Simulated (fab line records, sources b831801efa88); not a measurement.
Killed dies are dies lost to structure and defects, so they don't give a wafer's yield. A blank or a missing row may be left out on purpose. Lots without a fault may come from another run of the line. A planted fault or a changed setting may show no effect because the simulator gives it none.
Split-lot experiment | flow sky130 | 5 lots, 23 wafers read, on a route of 708 steps

THE SPLIT
At SKY_VT_ADJUST_HVTP_COAT_02 (resist thk 1140 nm), the setting spin_rpm was moved away from the recipe's 3000 rpm on 7 of the 23 wafers read, by -6.4% to +4.1%. The other wafers ran this setting at the recipe's value.

The reading is taken at the split's own step.

THE READING
NOVOLAK_of_VT_ADJUST_HVTP_COAT_02.thk_nm (the simulator's own value, which no gauge read), in nm, at SKY_VT_ADJUST_HVTP_COAT_02 (resist thk 1140 nm). The file gives no usual value for it. The 16 wafers here that ran the recipe average 1140 nm, standard deviation 1.4 nm.

wafer  | tool, chamber at the split | spin_rpm as run, rpm | against the recipe | NOVOLAK_of_VT_ADJUST_HVTP_COAT_02.thk_nm, nm | against lot-mates on the recipe
L074.1 | litho_track-01, 0          | 3124                 | +4.1%              | 1118                                         | -24
L074.2 | litho_track-01, 0          | 3000                 | recipe             | 1142                                         | -
L074.3 | litho_track-01, 0          | 3124                 | +4.1%              | 1117                                         | -24
L074.4 | litho_track-01, 0          | 3000                 | recipe             | 1141                                         | -
L074.6 | litho_track-01, 0          | 3124                 | +4.1%              | 1121                                         | -20
L077.1 | litho_track-02, 0          | 3000                 | recipe             | 1138                                         | -
L077.2 | litho_track-02, 0          | 2809                 | -6.4%              | 1176                                         | +36
L077.4 | litho_track-02, 0          | 3000                 | recipe             | 1140                                         | -
L077.5 | litho_track-02, 0          | 2809                 | -6.4%              | 1174                                         | +34
L077.6 | litho_track-02, 0          | 3000                 | recipe             | 1141                                         | -
L081.1 | litho_track-02, 0          | 2846                 | -5.1%              | 1172                                         | +32
L081.2 | litho_track-02, 0          | 3000                 | recipe             | 1140                                         | -
L081.5 | litho_track-02, 0          | 3000                 | recipe             | 1140                                         | -
L081.3 | litho_track-02, 0          | 3000                 | recipe             | 1139                                         | -
L081.4 | litho_track-02, 0          | 2846                 | -5.1%              | 1170                                         | +30
L084.2 | litho_track-01, 0          | 3000                 | recipe             | 1139                                         | -
L084.4 | litho_track-01, 0          | 3000                 | recipe             | 1139                                         | -
L084.6 | litho_track-01, 0          | 3000                 | recipe             | 1139                                         | -
L084.3 | litho_track-01, 0          | 3000                 | recipe             | 1141                                         | -
L084.5 | litho_track-01, 0          | 3000                 | recipe             | 1141                                         | -
L085.1 | litho_track-01, 0          | 3000                 | recipe             | 1142                                         | -
L085.3 | litho_track-01, 0          | 3000                 | recipe             | 1138                                         | -
L085.6 | litho_track-01, 0          | 3000                 | recipe             | 1143                                         | -

THE FIT
A straight line over all 23 wafers: NOVOLAK_of_VT_ADJUST_HVTP_COAT_02.thk_nm changes by -5.53 nm for each +1% of spin_rpm; r = -0.99; the points scatter about the line by 1.7 nm.
The same after taking each lot's own level away (the mean of its wafers on the recipe; 23 wafers): -5.69 nm for each +1%; r = -1.00; scatter 1.5 nm.
On that fit, the largest move of spin_rpm shifts the reading by 36 nm.
The lots' own levels span 1139.7 to 1141.5 nm, that is 1.3 times the standard deviation above.
So the lot-to-lot level changes the slope little: the two slopes agree.
Check: with one of the wafers moved furthest among these (-6.4%) left out of the fit, the line predicts +36.4 nm for it against its lot-mates. It came out at +36.3 nm against them.

OTHER SPLITS ON THESE WAFERS
These wafers also went through other splits before the reading. Each is held against what the fit with the lots' levels taken away leaves over:
other split on the same wafers   | wafers away from the commonest value | r with NOVOLAK_of_VT_ADJUST_HVTP_COAT_02.thk_nm (lot level and that fit taken away)
SKY_FIELD_ISO_CVD_03 time_s      | 18                                   | +0.03
SKY_FIELD_ISO_SOFTBAKE_09 temp_c | 5                                    | +0.09
SKY_DNWELL_COAT_02 spin_rpm      | 10                                   | -0.04
SKY_NWELL_IMPLANT_11 energy_kev  | 8                                    | -0.34
SKY_NWELL_IMPLANT_24 energy_kev  | 8                                    | +0.02

THE WHOLE CHAIN: every reading that the file lists as answering this split, in the file's order
step                        | what it does       | reading                                                                                   | change (the file's fit)              | r (the file's)
SKY_VT_ADJUST_HVTP_COAT_02  | resist thk 1140 nm | NOVOLAK_of_VT_ADJUST_HVTP_COAT_02.thk_nm (the simulator's own value, which no gauge read) | -5.7 nm for each +1% of the setting  | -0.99
SKY_VT_ADJUST_HVTP_STRIP_10 | strips in O2/N2    | strip_time_to_endpoint_s                                                                  | withheld for each +1% of the setting | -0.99

THE FILE'S OWN FIT
NOVOLAK_of_VT_ADJUST_HVTP_COAT_02.thk_nm changes by -5.7 nm for each +1% of spin_rpm, r = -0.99.
